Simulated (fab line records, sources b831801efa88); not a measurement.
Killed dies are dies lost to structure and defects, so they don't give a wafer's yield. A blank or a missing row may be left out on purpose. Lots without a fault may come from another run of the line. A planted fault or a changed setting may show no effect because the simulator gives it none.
Which tool did it? | flow sky130 | 13 lots, 39 wafers sampled, at 4 steps of a route of 708

WHAT THE GAUGES READ, wafer by wafer
SKY_GATE_OXIDE_THK_MEAS_02. Usual: GATE_OXIDE_OXIDATION_00_THK 10.16 nm, standard deviation 0.21.
lot  | measured     | on            | GATE_OXIDE_OXIDATION_00_THK (nm) | flag
L409 | day 14 03:47 | film_metro-04 | 10.28 10.23 10.14                |
L410 | day 14 14:04 | film_metro-04 | 10.36 10.57 10.44                |
L411 | day 15 07:44 | film_metro-01 | 10.16 10.20 10.33                |
L412 | day 15 15:59 | film_metro-01 | 10.18 10.13 10.13                |
L413 | day 16 00:10 | film_metro-01 | 10.01 10.21 10.19                |
L416 | day 16 14:34 | film_metro-01 | 10.45 10.17 10.38                |
L419 | day 17 12:33 | film_metro-01 | 10.32 10.43 10.29                |
L420 | day 17 20:08 | film_metro-01 | 10.00 9.94 9.94                  |
L425 | day 19 02:29 | film_metro-01 | 10.40 10.20 10.10                |
L426 | day 19 14:49 | film_metro-01 | 10.00 9.97 10.00                 |
L428 | day 20 02:14 | film_metro-01 | 9.70 9.69 9.73                   |
L429 | day 20 05:28 | film_metro-01 | 9.91 9.88 9.83                   |
L430 | day 20 16:43 | film_metro-04 | 10.08 9.91 10.02                 |

SKY_SD_P_CD_MEAS_07: target cd 380 nm. Usual: cd_nm 379.4 nm, standard deviation 2.2.
lot  | measured     | on        | cd_nm (nm)        | flag
L409 | day 26 21:58 | cd_sem-02 | 380.3 377.1 379.3 |
L410 | day 27 03:38 | cd_sem-01 | 382.0 380.6 380.5 |
L411 | day 27 23:50 | cd_sem-02 | 383.4 378.6 380.3 |
L412 | day 28 07:56 | cd_sem-01 | 380.6 379.5 381.6 |
L413 | day 28 16:37 | cd_sem-01 | 378.8 379.7 378.8 |
L416 | day 29 11:26 | cd_sem-01 | 377.3 375.9 377.1 |
L419 | day 30 07:27 | cd_sem-01 | 378.6 380.9 381.0 |
L420 | day 30 17:22 | cd_sem-02 | 382.7 379.8 381.3 |
L425 | day 31 20:01 | cd_sem-02 | 377.3 379.4 380.1 |
L426 | day 32 03:13 | cd_sem-01 | 379.8 377.1 378.8 |
L428 | day 32 16:29 | cd_sem-01 | 376.8 376.2 377.8 |
L429 | day 32 19:56 | cd_sem-02 | 378.1 377.9 378.6 |
L430 | day 33 09:42 | cd_sem-01 | 379.9 378.4 378.4 |

WHICH TOOL RAN EACH LOT (tool, then ch and the chambers of the sampled wafers, then the start)
lot  | SKY_POLY_GATE_ETCH_15              | SKY_LDD_LDN_IMPLANT_11
L409 | rie_diel-01 ch 1,2,3, day 17 23:14 | implanter-04 ch 0, day 24 07:30
L410 | rie_diel-01 ch 0,2,3, day 18 06:41 | implanter-01 ch 0, day 24 15:49
L411 | rie_diel-02 ch 0,1,2, day 19 01:40 | implanter-01 ch 0, day 25 12:38
L412 | rie_diel-04 ch 1,2, day 19 09:40   | implanter-04 ch 0, day 25 18:41
L413 | rie_diel-04 ch 0,1,3, day 19 19:38 | implanter-02 ch 0, day 26 05:07
L416 | rie_diel-02 ch 1,2,3, day 20 11:44 | implanter-04 ch 0, day 26 22:16
L419 | rie_diel-01 ch 1,2,3, day 21 13:49 | implanter-02 ch 0, day 27 20:45
L420 | rie_diel-01 ch 2,3, day 21 19:56   | implanter-02 ch 0, day 28 04:18
L425 | rie_diel-01 ch 2,3, day 23 03:28   | implanter-04 ch 0, day 29 09:42
L426 | rie_diel-04 ch 0,1,3, day 23 13:59 | implanter-01 ch 0, day 29 18:20
L428 | rie_diel-02 ch 0,1,2, day 24 00:43 | implanter-04 ch 0, day 30 05:46
L429 | rie_diel-01 ch 0,2,3, day 24 03:47 | implanter-04 ch 0, day 30 07:58
L430 | rie_diel-01 ch 0,1,3, day 24 17:44 | implanter-02 ch 0, day 30 21:27
- SKY_POLY_GATE_ETCH_15: etches BARC in N2/H2, stops on SiO2, time 118.5 s, target depth 110 nm.
- SKY_LDD_LDN_IMPLANT_11

WHAT THE TOOLS THEMSELVES READ (means of the sampled wafers that have a number; where no wafer has one, the mark that the record gives instead)
SKY_POLY_GATE_ETCH_15. Usual: drypump_motor_current_A 6.0 A, standard deviation 0.37; oes_product_au 0.716 a.u., standard deviation 0.0045; throttle_valve_pct 13.213 %, standard deviation 0.0089.
lot  | tool        | drypump_motor_current_A (A) | oes_product_au (a.u.) | throttle_valve_pct (%) | flag
L409 | rie_diel-01 | 6.1                         | 0.713                 | 13.212                 |
L410 | rie_diel-01 | 6.0                         | 0.712                 | 13.206                 |
L411 | rie_diel-02 | 6.0                         | 0.719                 | 13.222                 |
L412 | rie_diel-04 | 6.1                         | 0.716                 | 13.206                 |
L413 | rie_diel-04 | 6.0                         | 0.716                 | 13.208                 |
L416 | rie_diel-02 | 6.1                         | 0.717                 | 13.212                 |
L419 | rie_diel-01 | 6.1                         | 0.717                 | 13.212                 |
L420 | rie_diel-01 | 6.1                         | 0.719                 | 13.216                 |
L425 | rie_diel-01 | 6.1                         | 0.715                 | 13.210                 |
L426 | rie_diel-04 | 6.0                         | 0.714                 | 13.210                 |
L428 | rie_diel-02 | 6.0                         | 0.714                 | 13.218                 |
L429 | rie_diel-01 | 6.0                         | 0.719                 | 13.214                 |
L430 | rie_diel-01 | 6.1                         | 0.714                 | 13.210                 |

SKY_LDD_LDN_IMPLANT_11. Usual: dose_ions_cm2 1.2499e+13, standard deviation 1.3e+10.
lot  | tool         | dose_ions_cm2 | flag
L409 | implanter-04 | 1.2492e+13    |
L410 | implanter-01 | 1.2502e+13    |
L411 | implanter-01 | 1.2502e+13    |
L412 | implanter-04 | 1.2499e+13    |
L413 | implanter-02 | 1.2495e+13    |
L416 | implanter-04 | 1.2508e+13    |
L419 | implanter-02 | 1.2751e+13    | OFF
L420 | implanter-02 | 1.2765e+13    | OFF
L425 | implanter-04 | 1.2502e+13    |
L426 | implanter-01 | 1.2503e+13    |
L428 | implanter-04 | 1.2484e+13    |
L429 | implanter-04 | 1.2507e+13    |
L430 | implanter-02 | 1.2494e+13    |

THE ANSWER, worked out from the rows above alone
Rule: a lot is off if the mean of its wafers that have a number lies more than 3 standard deviations from the usual mean. A lot without any number at a reading at which 4 lots or more have one is off too. The other lots that the step has rows for count as sound. The gauges are gone through in route order, then the tools' own readings, and for those a lot's mean is taken as printed above. The first step at which some lot is off is used, and at that step the reading that is off furthest; a lot without a number counts as furthest.
Off: L419, L420, at SKY_LDD_LDN_IMPLANT_11 (dose_ions_cm2).
A tool fits if, at that step or a process step before it, it ran every lot that is off, and no sound lot after the first of them. None of those tried fits.

WHAT THE SIMULATOR HAD PUT IN
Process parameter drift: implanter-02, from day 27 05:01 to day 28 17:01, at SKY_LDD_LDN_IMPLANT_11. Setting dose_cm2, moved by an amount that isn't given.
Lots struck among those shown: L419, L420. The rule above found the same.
